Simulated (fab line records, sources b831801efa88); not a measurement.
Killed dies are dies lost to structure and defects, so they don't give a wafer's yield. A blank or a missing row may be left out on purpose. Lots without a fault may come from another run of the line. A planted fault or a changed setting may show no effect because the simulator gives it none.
fab line records | flow sky130
record lots=5 wafers=15 last_day=50
route steps=708 shown SONOS_TUNNEL@160 SONOS_ONO@168 GATE_OXIDE@187 PAD_OPEN@708
lots that met no fault: from a run of the same line without faults
start_h: hours from the record's first day to the start of the lot's first wafer shown | wait_h: hours since the lot's step before | " the same as in the row above | L1.1+2: a row that stands for several wafers | - no value, or no start given | * or withheld: withheld | < > ~ a bound
route shown NAME@n: a module of which the file shows steps, and the number in the route of the first | usual: mean/standard deviation of fault-free wafers | same: alike in all rows | chamber/n: place in a boat | sites: the reading at each site | _std_site: their standard deviation | _edge_site: outer sites' mean less inner sites' | radius_mm: how far each site lies from the wafer's centre | mask NAME#n: copy n | behind: the tool/chamber that last shaped the wafer | hold: why the lot was held/for how many hours/how that ended | device: the transistor (n, p or np) that didn't switch | end of line: the same wafers' tests at the end of the route | a step without rows: its recipe alone | killed: dies lost to structure and defects at the first sort, not the wafer's yield | map: a wafer's dies, x killed, . not, _ none there
set.NAME: the setting as run; set.NAME@STEP: as run at that earlier step | model.NAME: the simulator's own value behind a step, which no gauge read
lots at some steps of the route; a table a step, a row a wafer
services: from which hour (start_h, from the record's first day; less than 0 if before it) a tool's chamber was out of use, for how many hours, and why
## steps
# step SKY_SONOS_TUNNEL_DEVELOP_06
# recipe resist=NOVOLAK developer=TMAH develop_time_s=60 dev_temp_c=23
# step SKY_SONOS_TUNNEL_CD_MEAS_07
# recipe target_cd_nm=410
# usual cd_nm=409.6/2.5
# columns lot.wafer tool chamber start_h wait_h cd_nm
L618.1 cd_sem-02 - 252.82 0.1 412.3
L618.4 " - " " 410.7
L618.5 " - " " 409.8
L624.4 cd_sem-02 - 304.78 0.1 409.4
L624.5 " - " " 411.3
L624.6 " - " " 410.9
L625.2 cd_sem-02 - 313.19 0.1 410.3
L625.4 " - " " 410.8
L625.6 " - " " 410.0
L637.2 cd_sem-01 - 409.84 0.1 409.4
L637.4 " - " " 410.8
L637.6 " - " " 411.4
L640.2 cd_sem-02 - 431.74 0.1 406.6
L640.5 " - " " 408.5
L640.6 " - " " 407.8
# step SKY_SONOS_TUNNEL_OVL_MEAS_08
# usual SONOS_TUNNEL_OVL=0.3/1.4
# columns lot.wafer tool chamber start_h wait_h SONOS_TUNNEL_OVL[nm]
L618.1 overlay-02 - 252.94 0.1 -0.8
L618.4 " - " " -1.1
L618.5 " - " " -0.4
L624.4 overlay-02 - 304.86 0.1 0.4
L624.5 " - " " -0.4
L624.6 " - " " -0.8
L625.2 overlay-02 - 313.29 0.1 0.0
L625.4 " - " " 0.0
L625.6 " - " " -0.8
L637.2 overlay-02 - 409.94 0.1 -2.3
L637.4 " - " " -0.4
L637.6 " - " " -0.3
L640.2 overlay-01 - 431.84 0.1 1.3
L640.5 " - " " 0.4
L640.6 " - " " 1.6
# step SKY_SONOS_TUNNEL_IMPLANT_09
# recipe species=B energy_kev=20.29 dose_cm2=1e+12 tilt_deg=withheld
# step SKY_SONOS_TUNNEL_WET_ETCH_10
# recipe chemistry=dHF target_depth_nm=14 target=SiO2 dilution=100:1 temp_c=25 time_s=280
# step SKY_SONOS_TUNNEL_STRIP_11
# recipe chemistry=SPM time_s=600 temp_c=130
# step SKY_SONOS_TUNNEL_TW_MEAS_12
# usual SONOS_TUNNEL_TW=197.5/0.85
# columns lot.wafer tool chamber start_h wait_h SONOS_TUNNEL_TW
L618.1 film_metro-04 - 253.41 0.0 197.0
L618.4 " - " " 196.7
L618.5 " - " " 196.7
L624.4 film_metro-03 - 305.31 0.0 198.5
L624.5 " - " " 198.8
L624.6 " - " " 197.4
L625.2 film_metro-02 - 313.75 0.0 199.0
L625.4 " - " " 197.0
L625.6 " - " " 198.3
L637.2 film_metro-04 - 410.39 0.0 198.3
L637.4 " - " " 197.2
L637.6 " - " " 197.5
L640.2 film_metro-03 - 432.29 0.0 197.0
L640.5 " - " " 198.5
L640.6 " - " " 199.1
# step SKY_SONOS_TUNNEL_CLEAN_13
# recipe chemistry=dHF time_s=20 dilution=100:1 dry=ipa_marangoni
# step SKY_SONOS_ONO_OXIDATION_00
# recipe temp_c=800 ambient=O2 idle_temp_c=700 ramp_up_c_per_min=10 ramp_down_c_per_min=3 stabilise_s=600 purge_s=300 target_thk_a=26 ox_time_s=1249
# step SKY_SONOS_ONO_THK_MEAS_01
# recipe reads=SiO2_of_SONOS_ONO_OXIDATION_00
# usual SONOS_ONO_OXIDATION_THK=2.57/0.05
# columns lot.wafer tool chamber start_h wait_h SONOS_ONO_OXIDATION_THK[nm]
L618.1 film_metro-04 - 254.85 0.0 2.52
L618.4 " - " " 2.57
L618.5 " - " " 2.58
L624.4 film_metro-04 - 308.37 0.0 2.67
L624.5 " - " " 2.59
L624.6 " - " " 2.57
L625.2 film_metro-02 - 315.17 0.0 2.62
L625.4 " - " " 2.59
L625.6 " - " " 2.51
L637.2 film_metro-02 - 412.99 0.0 2.54
L637.4 " - " " 2.63
L637.6 " - " " 2.60
L640.2 film_metro-04 - 434.17 0.0 2.64
L640.5 " - " " 2.62
L640.6 " - " " 2.61
# step SKY_SONOS_ONO_CVD_02
# recipe material=Si3N4 precursor=DCS/NH3 target_thk_nm=10.5 temp_c=770 time_s=180 pressure_mtorr=250
# step SKY_SONOS_ONO_THK_MEAS_03
# recipe reads=Si3N4_of_SONOS_ONO_CVD_02
# usual SONOS_ONO_CVD_02_THK=10.52/0.12
# columns lot.wafer tool chamber start_h wait_h SONOS_ONO_CVD_02_THK[nm]
L618.1 film_metro-02 - 256.13 0.0 10.78
L618.4 " - " " 10.66
L618.5 " - " " 10.63
L624.4 film_metro-01 - 312.96 0.0 10.41
L624.5 " - " " 10.56
L624.6 " - " " 10.36
L625.2 film_metro-04 - 318.34 0.0 10.32
L625.4 " - " " 10.29
L625.6 " - " " 10.52
L637.2 film_metro-04 - 414.73 0.0 10.54
L637.4 " - " " 10.50
L637.6 " - " " 10.53
L640.2 film_metro-02 - 435.72 0.0 10.50
L640.5 " - " " 10.38
L640.6 " - " " 10.49
# step SKY_SONOS_ONO_CVD_04
# recipe material=SiO2 precursor=SiH4/N2O target_thk_nm=5.7199 temp_c=900 pressure_mtorr=400
# usual spike_tc_bottom_C=917.6/0.96 spike_tc_centre_C=901.9/1.2 spike_tc_lower_C=900.1/1.2 spike_tc_top_C=912.2/0.94 spike_tc_upper_C=900.6/0.99 zone_power_centre_pct=19.9/0.61
# same time_s=900
# columns lot.wafer tool chamber start_h wait_h spike_tc_bottom_C spike_tc_centre_C spike_tc_lower_C spike_tc_top_C spike_tc_upper_C zone_power_centre_pct model.SiO2_of_SONOS_ONO_CVD_04.thk_nm
L618.1 lpcvd-03 0 257.41 1.3 919.5 903.5 902.0 909.7 901.1 20.6 5.644
L618.4 " 0 " " 917.4 901.8 899.7 910.0 899.4 20.7 5.711
L618.5 " 0 " " 916.9 901.6 900.3 911.8 900.7 20.9 5.675
L624.4 lpcvd-03 0 312.99 0.0 918.2 902.9 901.1 912.1 901.5 20.1 5.522
L624.5 " 0 " " 917.9 901.4 900.5 911.3 900.4 20.4 5.664
L624.6 " 0 " " 917.9 901.9 902.6 912.4 900.5 20.0 5.612
L625.2 lpcvd-03 1 318.39 0.0 918.2 900.9 900.2 912.4 900.1 19.4 5.611
L625.4 " 1 " " 917.8 901.1 899.4 911.8 901.0 19.5 5.652
L625.6 " 1 " " 916.5 900.3 898.3 912.3 900.0 19.4 5.635
L637.2 lpcvd-03 0 414.78 0.0 906.4 892.6 891.9 900.7 888.5 19.9 4.808
L637.4 " 0 " " 906.3 890.7 890.6 899.5 890.3 19.9 4.804
L637.6 " 0 " " 906.4 891.8 890.7 900.9 888.5 19.4 4.871
L640.2 lpcvd-03 1 435.77 0.0 917.6 901.6 899.6 911.8 898.5 19.3 5.727
L640.5 " 1 " " 918.6 900.8 897.9 911.6 901.7 19.2 5.755
L640.6 " 1 " " 916.4 902.8 898.5 912.9 900.2 19.4 5.766
# step SKY_SONOS_ONO_THK_MEAS_05
# recipe reads=SiO2_of_SONOS_ONO_CVD_04
# usual SONOS_ONO_CVD_04_THK=5.62/0.1
# columns lot.wafer tool chamber start_h wait_h hold SONOS_ONO_CVD_04_THK[nm]
L618.1 film_metro-04 - 258.66 0.0 - 5.64
L618.4 " - " " - 5.72
L618.5 " - " " - 5.67
L624.4 film_metro-04 - 314.27 0.0 - 5.57
L624.5 " - " " - 5.67
L624.6 " - " " - 5.60
L625.2 film_metro-01 - 319.65 0.0 - 5.59
L625.4 " - " " - 5.65
L625.6 " - " " - 5.67
L637.2 film_metro-02 - 416.04 0.0 await_dispo/0.2h/release 4.80
L637.4 " - " " await_dispo/0.2h/release 4.84
L637.6 " - " " await_dispo/0.2h/release 4.85
L637.2 film_metro-02 - 416.27 0.2 - 4.75
L637.4 " - " " - 4.79
L637.6 " - " " - 4.88
L640.2 film_metro-04 - 437.03 0.0 - 5.75
L640.5 " - " " - 5.75
L640.6 " - " " - 5.79
# step SKY_SONOS_ONO_HMDS_07
# recipe prime_time_s=60 prime_temp_c=120
# step SKY_SONOS_ONO_COAT_08
# recipe resist=NOVOLAK spin_rpm=3000 resist_thk_nm=1140
# step SKY_SONOS_ONO_SOFTBAKE_09
# recipe temp_c=90 time_s=60 resist=NOVOLAK
# step SKY_SONOS_ONO_EXPOSE_10
# recipe mask_id=ONOM target_cd_nm=410 na=0.6 source_shape=conventional sigma_outer=0.6 dose_mj=150
# step SKY_SONOS_ONO_PEB_11
# recipe temp_c=withheld time_s=* resist=NOVOLAK
# step SKY_SONOS_ONO_DEVELOP_12
# recipe develop_time_s=60 dev_temp_c=23
# step SKY_SONOS_ONO_CD_MEAS_13
# recipe target_cd_nm=410
# usual cd_nm=410.0/2.2
# columns lot.wafer tool chamber start_h wait_h cd_nm
L618.1 cd_sem-02 - 282.37 0.1 408.3
L618.4 " - " " 408.4
L618.5 " - " " 407.6
L624.4 cd_sem-02 - 340.68 0.1 409.0
L624.5 " - " " 406.6
L624.6 " - " " 408.7
L625.2 cd_sem-01 - 346.29 0.1 410.1
L625.4 " - " " 409.5
L625.6 " - " " 410.5
L637.2 cd_sem-01 - 446.75 0.1 411.3
L637.4 " - " " 411.5
L637.6 " - " " 412.4
L640.2 cd_sem-01 - 468.19 0.1 409.7
L640.5 " - " " 408.0
L640.6 " - " " 409.3
# step SKY_SONOS_ONO_OVL_MEAS_14
# usual SONOS_ONO_OVL=0.6/1.1
# columns lot.wafer tool chamber start_h wait_h SONOS_ONO_OVL[nm]
L618.1 overlay-01 - 282.49 0.1 1.2
L618.4 " - " " 0.9
L618.5 " - " " 1.4
L624.4 overlay-02 - 340.75 0.1 -0.2
L624.5 " - " " -2.2
L624.6 " - " " 0.0
L625.2 overlay-02 - 346.39 0.1 1.3
L625.4 " - " " 1.6
L625.6 " - " " 0.9
L637.2 overlay-01 - 446.86 0.1 1.8
L637.4 " - " " 1.8
L637.6 " - " " 0.6
L640.2 overlay-02 - 468.29 0.1 0.7
L640.5 " - " " 1.6
L640.6 " - " " 1.6
# step SKY_SONOS_ONO_ETCH_15
# recipe target_depth_nm=19.52 chemistry=CHF3/O2 source_w=600 bias_w=200 pressure_mtorr=40 chf3_flow_sccm=50 O2_flow_sccm=5 time_s=7.8
# usual O2_flow_sccm=4.999/0.013 bias_w=199.9/0.59 drypump_motor_current_A=5.6/0.38 oes_product_au=1.000/0.01 throttle_valve_pct=8.824/0.0087
# same time_s=7.8
# columns lot.wafer tool chamber start_h wait_h O2_flow_sccm bias_w drypump_motor_current_A oes_product_au rf_hours_counter_h throttle_valve_pct
L618.1 rie_diel-02 2 282.52 0.0 4.997 200.2 5.3 0.997 0 8.812
L618.4 " 1 " " 5.006 200.8 5.3 1.022 91 8.819
L618.5 " 1 " " 5.006 200.2 5.3 1.013 - 8.832
L624.4 rie_diel-03 1 340.78 0.0 4.995 199.6 5.4 0.997 - 8.822
L624.5 " 0 " " 4.980 199.4 6.2 0.996 - 8.829
L624.6 " 3 " " 4.962 200.6 5.4 1.005 - 8.846
L625.2 rie_diel-01 3 346.42 0.0 4.998 198.6 5.6 0.995 59 8.830
L625.4 " 2 " " 5.012 200.4 5.6 1.014 56 8.810
L625.6 " 0 " " 4.990 200.4 5.6 0.995 - 8.822
L637.2 rie_diel-01 3 446.89 0.0 4.975 200.2 5.6 1.013 61 8.835
L637.4 " 2 " " 4.973 198.7 5.7 1.001 - 8.833
L637.6 " 2 " " 5.025 199.8 5.7 1.000 - 8.830
L640.2 rie_diel-01 1 468.32 0.0 5.003 200.0 6.0 1.002 3 8.814
L640.5 " 3 " " 5.009 200.7 5.6 1.014 - 8.830
L640.6 " 0 " " 5.021 200.6 5.6 1.006 - 8.833
# step SKY_SONOS_ONO_WET_ETCH_16
# recipe chemistry=dHF target_depth_nm=14 dry=n2_spin target=SiO2 dilution=100:1 temp_c=25 time_s=280
# step SKY_SONOS_ONO_STRIP_17
# recipe chemistry=O2/N2 power_w=1400 pressure_mtorr=1500 platen_temp_c=withheld o2_flow_sccm=3000 n2_flow_sccm=300 overash_fraction=0.5
# usual drypump_motor_current_A=5.6/0.41 oes_product_au=0.710/0.005 strip_time_to_endpoint_s=14.09/0.043
# same overash_fraction=0.5
# columns lot.wafer tool chamber start_h wait_h drypump_motor_current_A oes_product_au rf_hours_counter_h strip_time_to_endpoint_s
L618.1 plasma_asher-01 0 282.63 0.0 5.1 0.709 16 14.10
L618.4 " 1 " " 5.6 0.710 - 14.04
L618.5 " 1 " " 5.6 0.709 - 14.08
L624.4 plasma_asher-04 1 340.91 0.0 5.8 0.708 - 14.08
L624.5 " 1 " " 5.8 0.716 - 14.04
L624.6 " 0 " " 5.4 0.706 - 14.05
L625.2 plasma_asher-02 0 346.53 0.0 6.4 0.702 51 14.16
L625.4 " 0 " " 6.4 0.715 - 14.13
L625.6 " 1 " " 5.8 0.715 - 14.18
L637.2 plasma_asher-01 1 447.01 0.0 5.6 0.719 33 14.07
L637.4 " 1 " " 5.6 0.706 - 14.12
L637.6 " 1 " " 5.6 0.719 - 14.06
L640.2 plasma_asher-04 0 468.43 0.0 5.4 0.710 4 14.11
L640.5 " 1 " " 5.7 0.707 - 14.09
L640.6 " 0 " " 5.4 0.711 - 14.06
# step SKY_SONOS_ONO_WET_ETCH_18
# recipe chemistry=H3PO4 target_depth_nm=15 target=Si3N4 temp_c=160 time_s=172
# step SKY_GATE_OXIDE_CLEAN_00
# recipe chemistry=SC1/SC2 mix=1:4:20 temp_c=70 time_s=150 dry=n2_spin
# step SKY_GATE_OXIDE_OXIDATION_01
# recipe temp_c=900 ambient=O2 stabilise_s=600 purge_s=300 target_thk_a=102.68 ox_time_s=1473
# step SKY_GATE_OXIDE_THK_MEAS_02
# recipe reads=SiO2_of_GATE_OXIDE_OXIDATION_01
# usual GATE_OXIDE_OXIDATION_00_THK=10.22/0.2
# columns lot.wafer tool chamber start_h wait_h GATE_OXIDE_OXIDATION_00_THK[nm]
L618.1 film_metro-03 - 285.14 0.0 10.15
L618.4 " - " " 10.20
L618.5 " - " " 10.18
L624.4 film_metro-03 - 344.58 0.0 10.22
L624.5 " - " " 10.09
L624.6 " - " " 10.20
L625.2 film_metro-02 - 350.22 0.0 10.53
L625.4 " - " " 10.44
L625.6 " - " " 10.54
L637.2 film_metro-03 - 449.11 0.0 10.10
L637.4 " - " " 10.08
L637.6 " - " " 10.04
L640.2 film_metro-02 - 470.61 0.0 10.37
L640.5 " - " " 10.22
L640.6 " - " " 10.25
# step SKY_GATE_OXIDE_DEHYDRATE_03
# recipe temp_c=200 time_s=60
# step SKY_GATE_OXIDE_HMDS_04
# recipe prime_time_s=60 prime_temp_c=120
# step SKY_GATE_OXIDE_COAT_05
# recipe resist=NOVOLAK spin_rpm=3000 resist_thk_nm=1140
# step SKY_GATE_OXIDE_SOFTBAKE_06
# recipe temp_c=90 time_s=60 resist=NOVOLAK
# step SKY_GATE_OXIDE_EXPOSE_07
# recipe mask_id=LVOM na=0.6 source_shape=conventional sigma_outer=0.6 polarization=unpolarized target_cd_nm=600 dose_mj=166.3
# step SKY_GATE_OXIDE_PEB_08
# recipe temp_c=withheld time_s=* resist=NOVOLAK
# step SKY_GATE_OXIDE_DEVELOP_09
# recipe resist=NOVOLAK developer=TMAH develop_time_s=60 dev_temp_c=23
# step SKY_GATE_OXIDE_OVL_MEAS_10
# usual GATE_OXIDE_OVL=0.2/1.5
# columns lot.wafer tool chamber start_h wait_h GATE_OXIDE_OVL[nm]
L618.1 overlay-01 - 309.62 0.1 -1.1
L618.4 " - " " -0.7
L618.5 " - " " -0.5
L624.4 overlay-01 - 371.20 0.1 2.1
L624.5 " - " " 1.7
L624.6 " - " " 2.4
L625.2 overlay-01 - 377.28 0.1 -0.9
L625.4 " - " " 0.5
L625.6 " - " " 1.5
L637.2 overlay-01 - 479.59 0.1 0.6
L637.4 " - " " 0.0
L637.6 " - " " 0.3
L640.2 overlay-02 - 500.88 0.1 -0.9
L640.5 " - " " -1.5
L640.6 " - " " -0.8
# step SKY_GATE_OXIDE_IMPLANT_11
# recipe species=B energy_kev=10 dose_cm2=2.6e+12 tilt_deg=withheld
# step SKY_GATE_OXIDE_WET_ETCH_12
# recipe chemistry=dHF target_depth_nm=16.8 dry=n2_spin target=SiO2 dilution=100:1 temp_c=25 time_s=336
# step SKY_GATE_OXIDE_STRIP_13
# recipe chemistry=O2/N2 power_w=1400 pressure_mtorr=1500 platen_temp_c=withheld o2_flow_sccm=3000 n2_flow_sccm=300 overash_fraction=0.5
# usual drypump_motor_current_A=5.7/0.46 oes_product_au=0.716/0.0045 strip_time_to_endpoint_s=14.20/0.046
# same overash_fraction=0.5
# columns lot.wafer tool chamber start_h wait_h drypump_motor_current_A oes_product_au rf_hours_counter_h strip_time_to_endpoint_s
L618.1 plasma_asher-01 0 309.93 0.0 5.1 0.714 19 14.16
L618.4 " 1 " " 5.6 0.718 - 14.13
L618.5 " 1 " " 5.7 0.713 - 14.16
L624.4 plasma_asher-01 0 371.51 0.0 5.1 0.719 - 14.18
L624.5 " 0 " " 5.1 0.713 - 14.19
L624.6 " 1 " " 5.6 0.712 - 14.18
L625.2 plasma_asher-01 0 377.56 0.0 5.1 0.719 26 14.18
L625.4 " 0 " " 5.1 0.713 - 14.15
L625.6 " 1 " " 5.6 0.707 - 14.17
L637.2 plasma_asher-02 1 479.87 0.0 5.8 0.720 64 14.15
L637.4 " 0 " " 6.4 0.709 - 14.16
L637.6 " 1 " " 5.8 0.715 - 14.14
L640.2 plasma_asher-01 1 501.16 0.0 5.6 0.712 39 14.23
L640.5 " 1 " " 5.6 0.718 - 14.23
L640.6 " 0 " " 5.1 0.718 - 14.22
# step SKY_GATE_OXIDE_TW_MEAS_14
# usual GATE_OXIDE_TW=224.0/1.4
# columns lot.wafer tool chamber start_h wait_h GATE_OXIDE_TW
L618.1 film_metro-03 - 310.03 0.1 224.0
L618.4 " - " " 222.9
L618.5 " - " " 222.0
L624.4 film_metro-03 - 371.60 0.1 222.1
L624.5 " - " " 222.3
L624.6 " - " " 221.9
L625.2 film_metro-02 - 377.67 0.1 225.7
L625.4 " - " " 225.6
L625.6 " - " " 225.3
L637.2 film_metro-02 - 479.98 0.1 222.5
L637.4 " - " " 223.9
L637.6 " - " " 224.7
L640.2 film_metro-02 - 501.27 0.1 223.7
L640.5 " - " " 224.1
L640.6 " - " " 223.5
# step SKY_GATE_OXIDE_CLEAN_15
# recipe chemistry=SC1/SC2 mix=1:4:20 temp_c=70 time_s=150 dry=n2_spin
# same time_s=150
# columns lot.wafer tool chamber start_h wait_h model.SiO2_of_SONOS_ONO_CVD_04.thk_nm
L618.1 wet_bench-04 2 310.09 0.1 4.128
L618.4 " 2 " " 4.191
L618.5 " 2 " " 4.155
L624.4 wet_bench-02 3 371.63 0.0 4.008
L624.5 " 3 " " 4.145
L624.6 " 3 " " 4.094
L625.2 wet_bench-04 1 377.72 0.0 4.093
L625.4 " 1 " " 4.139
L625.6 " 1 " " 4.119
L637.2 wet_bench-01 3 480.03 0.0 3.276
L637.4 " 3 " " 3.269
L637.6 " 3 " " 3.339
L640.2 wet_bench-02 2 501.32 0.0 4.204
L640.5 " 2 " " 4.233
L640.6 " 2 " " 4.247
# step SKY_PAD_OPEN_PROBE_99
# usual killed_at_M0_to_M3=44/7 killed_at_M4_up=3.0/1.8 killed_at_contacts=24/4.9 killed_at_front_end=15/5 killed_at_other=0.2/0.53 killed_dies=87/8.7 killed_open=48/6.8 killed_short=39/5.7
# same gross_dies=492 killed_at_back_side=0
# columns lot.wafer tool chamber start_h wait_h killed_at_M0_to_M3 killed_at_M4_up killed_at_contacts killed_at_front_end killed_at_other killed_dies killed_open killed_short model.etest.sonos_erased.drive_ua_um model.etest.sonos_uncharged.r_on_ohm_um model.etest.cap_ono.gate_log10_a_cm2 model.etest.cap_ono.gate_bv_v model.etest.cap_ono.tox_acc_nm model.etest.sonos_programmed.vt_v model.etest.sonos_baked.vt_v model.etest.sonos_erased.vt_v
L618.1 prober-02 - 1075.55 0.1 43 4 24 19 0 90 52 38 233 801.2 -7.906 16.27 12.89 1.422 0.9574 -2.303
L618.4 prober-02 - 1075.70 0.2 42 1 30 16 1 90 43 47 199.9 804.9 -7.878 16.73 12.9 1.449 0.9712 -2.262
L618.5 prober-02 - 1075.75 0.2 49 7 25 25 0 106 55 51 189.4 819.6 -7.958 16.72 12.86 1.45 0.9598 -2.254
L624.4 prober-02 - 1120.75 0.2 38 4 27 12 0 81 34 47 173.2 815.2 -7.616 16.27 12.65 1.533 0.9701 -2.306
L624.5 prober-02 - 1120.80 0.2 34 3 25 19 0 81 44 37 192 803.4 -7.888 16.13 12.84 1.477 0.9686 -2.273
L624.6 prober-02 - 1120.85 0.2 40 1 18 16 0 75 43 32 156.7 807.7 -7.831 16.14 12.78 1.494 0.9693 -2.273
L625.2 prober-01 - 1127.74 0.1 27 2 36 21 0 86 55 31 191.1 824.1 -7.632 16.22 12.68 1.578 1.021 -2.351
L625.4 prober-01 - 1127.84 0.2 44 1 25 14 0 84 43 41 209.7 814.9 -7.835 16.28 12.74 1.501 0.9603 -2.343
L625.6 prober-01 - 1127.94 0.2 39 2 26 13 0 80 40 40 220.8 796.4 -7.766 16.3 12.74 1.503 0.9693 -2.367
L637.2 prober-01 - 1186.06 0.1 40 2 22 11 0 75 41 34 240.4 773.8 -6.769 15.03 11.96 1.804 1.196 -2.534
L637.4 prober-01 - 1186.16 0.2 64 2 21 24 0 111 70 41 214.1 766 -6.758 15.68 11.98 1.821 1.209 -2.479
L637.6 prober-01 - 1186.26 0.2 40 2 24 19 0 85 34 51 248.9 778.5 -6.957 15.17 12.13 1.788 1.214 -2.492
L640.2 prober-02 - 1199.54 0.1 49 2 18 9 0 78 47 31 179.6 809.9 -8.051 16.44 12.93 1.432 0.9919 -2.225
L640.5 prober-02 - 1199.69 0.2 35 1 33 13 0 82 50 32 159.1 816.8 -7.948 16.38 12.9 1.442 0.965 -2.203
L640.6 prober-02 - 1199.74 0.2 41 1 25 18 0 85 52 33 182.2 820 -8.002 16.71 12.94 1.428 0.9238 -2.228
# killed by level:class
L618.1 VIA1:geometric_particle:open=10 CONTACT:geometric_particle:open=8 LI_CONTACT:geometric_particle:open=7 VIA3:geometric_particle:open=7 FIELD_ISO:geometric_particle:short=6 VIA2:geometric_particle:open=6 METAL2:geometric_particle:short=5 POLY_GATE:geometric_particle:open=4
L618.4 VIA1:geometric_particle:open=15 CONTACT:geometric_particle:open=9 CONTACT:geometric_particle:short=7 VIA1:geometric_particle:short=7 LI_CONTACT:geometric_particle:short=6 METAL1:geometric_particle:short=5 POLY_GATE:geometric_particle:short=5 FIELD_ISO:geometric_particle:short=4
L618.5 CONTACT:geometric_particle:open=13 METAL1:geometric_particle:short=10 VIA1:geometric_particle:open=10 METAL2:geometric_particle:short=7 LI_CONTACT:geometric_particle:open=6 VIA1:geometric_particle:short=6 VIA2:geometric_particle:open=6 FIELD_ISO:geometric_particle:short=5
L624.4 LOCAL_INTERCONNECT:geometric_particle:short=10 METAL1:geometric_particle:short=9 LI_CONTACT:geometric_particle:open=7 CONTACT:geometric_particle:open=6 VIA1:geometric_particle:open=6 VIA1:geometric_particle:short=5 METAL2:geometric_particle:short=5 METAL4:geometric_particle:short=4
L624.5 FIELD_ISO:geometric_particle:open=9 LI_CONTACT:geometric_particle:open=8 METAL2:geometric_particle:short=8 VIA2:geometric_particle:open=7 LOCAL_INTERCONNECT:geometric_particle:short=6 METAL1:geometric_particle:short=6 FIELD_ISO:geometric_particle:short=4 LI_CONTACT:geometric_particle:short=4
L624.6 VIA3:geometric_particle:open=10 VIA1:geometric_particle:open=8 CONTACT:geometric_particle:open=7 LI_CONTACT:geometric_particle:open=6 FIELD_ISO:geometric_particle:short=4 METAL2:geometric_particle:short=4 VIA2:geometric_particle:open=4 METAL3:geometric_particle:short=4
L625.2 CONTACT:geometric_particle:open=16 LI_CONTACT:geometric_particle:open=9 VIA1:geometric_particle:open=7 FIELD_ISO:geometric_particle:short=6 VIA2:geometric_particle:open=6 FIELD_ISO:geometric_particle:open=5 LOCAL_INTERCONNECT:geometric_particle:short=5 POLY_GATE:geometric_particle:open=4
L625.4 VIA1:geometric_particle:open=9 LI_CONTACT:geometric_particle:open=7 CONTACT:geometric_particle:open=7 VIA3:geometric_particle:open=6 VIA2:geometric_particle:open=6 CONTACT:geometric_particle:short=5 LOCAL_INTERCONNECT:geometric_particle:short=5 METAL1:geometric_particle:short=5
L625.6 LI_CONTACT:geometric_particle:open=10 VIA1:geometric_particle:open=7 CONTACT:geometric_particle:short=7 VIA3:geometric_particle:open=7 CONTACT:geometric_particle:open=6 POLY_GATE:geometric_particle:short=5 METAL1:geometric_particle:short=5 VIA2:geometric_particle:open=5
L637.2 CONTACT:geometric_particle:open=10 LOCAL_INTERCONNECT:geometric_particle:short=7 VIA1:geometric_particle:open=7 VIA3:geometric_particle:open=7 METAL1:geometric_particle:short=5 METAL2:geometric_particle:short=5 METAL3:geometric_particle:short=5 FIELD_ISO:geometric_particle:open=4
L637.4 VIA1:geometric_particle:open=21 CONTACT:geometric_particle:open=12 VIA3:geometric_particle:open=10 VIA2:geometric_particle:open=7 POLY_GATE:geometric_particle:open=7 VIA1:geometric_particle:short=6 METAL2:geometric_particle:short=6 POLY_GATE:geometric_particle:short=5
L637.6 METAL1:geometric_particle:short=9 CONTACT:geometric_particle:short=9 POLY_GATE:geometric_particle:short=8 VIA1:geometric_particle:open=8 CONTACT:geometric_particle:open=7 FIELD_ISO:geometric_particle:open=4 LOCAL_INTERCONNECT:geometric_particle:short=4 VIA1:geometric_particle:short=4
L640.2 VIA1:geometric_particle:open=10 VIA3:geometric_particle:open=8 VIA2:geometric_particle:open=7 METAL2:geometric_particle:short=6 LI_CONTACT:geometric_particle:open=5 CONTACT:geometric_particle:open=5 VIA3:geometric_particle:short=5 VIA2:geometric_particle:short=4
L640.5 CONTACT:geometric_particle:open=11 LI_CONTACT:geometric_particle:open=9 LOCAL_INTERCONNECT:geometric_particle:short=8 VIA1:geometric_particle:open=8 VIA2:geometric_particle:open=6 FIELD_ISO:geometric_particle:open=4 VIA1:geometric_particle:short=4 METAL1:geometric_particle:short=4
L640.6 VIA1:geometric_particle:open=12 CONTACT:geometric_particle:open=11 VIA2:geometric_particle:open=8 CONTACT:geometric_particle:short=6 POLY_GATE:geometric_particle:short=5 LI_CONTACT:geometric_particle:open=5 METAL1:geometric_particle:short=5 VIA3:geometric_particle:short=5
## services
# columns tool chamber start_h hours kind
rie_diel-03 0 241.61 6.4 repair
rie_diel-01 1 260.61 - clean
rie_diel-01 1 260.61 24.3 scheduled_down
wet_bench-02 - 266.37 1.5 repair
plasma_asher-01 - 272.70 4.0 repair
rie_diel-01 - 280.64 0.9 repair
wet_bench-01 - 285.69 0.8 repair
plasma_asher-02 - 296.30 1.1 repair
rie_diel-03 3 301.47 4.3 repair
rie_diel-01 3 307.70 8.3 repair
rie_diel-03 1 334.30 3.7 repair
rie_diel-03 2 335.61 6.9 repair
rie_diel-03 0 402.53 3.5 repair
plasma_asher-04 - 421.25 9.0 pm
wet_bench-02 - 427.62 5.6 repair
rie_diel-02 0 428.49 3.1 repair
rie_diel-03 1 429.93 1.2 repair
rie_diel-01 2 433.16 10.9 repair
wet_bench-01 - 437.50 1.7 repair
rie_diel-01 1 442.15 5.7 repair
plasma_asher-01 - 464.44 0.6 repair
rie_diel-01 3 489.02 17.6 repair
plasma_asher-02 - 490.29 15.6 pm
lpcvd-03 - 491.40 1.1 repair
## key
first_sign step=SKY_SONOS_ONO_CVD_04 reading=spike_tc_top_C direction=down sigmas=12 usual=912.2 struck=900.4
effect step=SKY_SONOS_ONO_CVD_04 reading=spike_tc_bottom_C direction=down sigmas=12 usual=917.6 struck=906.3
effect step=SKY_SONOS_ONO_THK_MEAS_05 reading=visit direction=added
effect step=SKY_SONOS_ONO_THK_MEAS_05 reading=SONOS_ONO_CVD_04_THK direction=down sigmas=7.5 usual=5.62 struck=4.83
model_effect step=SKY_SONOS_ONO_CVD_04 value=SiO2_of_SONOS_ONO_CVD_04.thk_nm without=5.775 struck=4.828
model_effect step=SKY_GATE_OXIDE_CLEAN_15 value=SiO2_of_SONOS_ONO_CVD_04.thk_nm without=4.241 struck=3.294
model_effect step=SKY_PAD_OPEN_PROBE_99 value=etest.sonos_erased.drive_ua_um without=195.1 struck=234.5
met_at SKY_SONOS_ONO_CVD_04
struck_wafers L637.2,L637.4,L637.6
tester_left_out L637
fault kind=process_parameter_drift tool=lpcvd-03 chamber=0 onset_h=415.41 steps=SKY_SONOS_ONO_CVD_04 channel=temp_c offset=* shape=step end_h=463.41 stated=*
# tester_left_out: of these lots the tester's yield and bins aren't shown, on N5 and GAA mostly nor the transistor test; their killed dies are dies lost to structure and defects alone, not to doping, threshold or leakage, so they don't give the yield
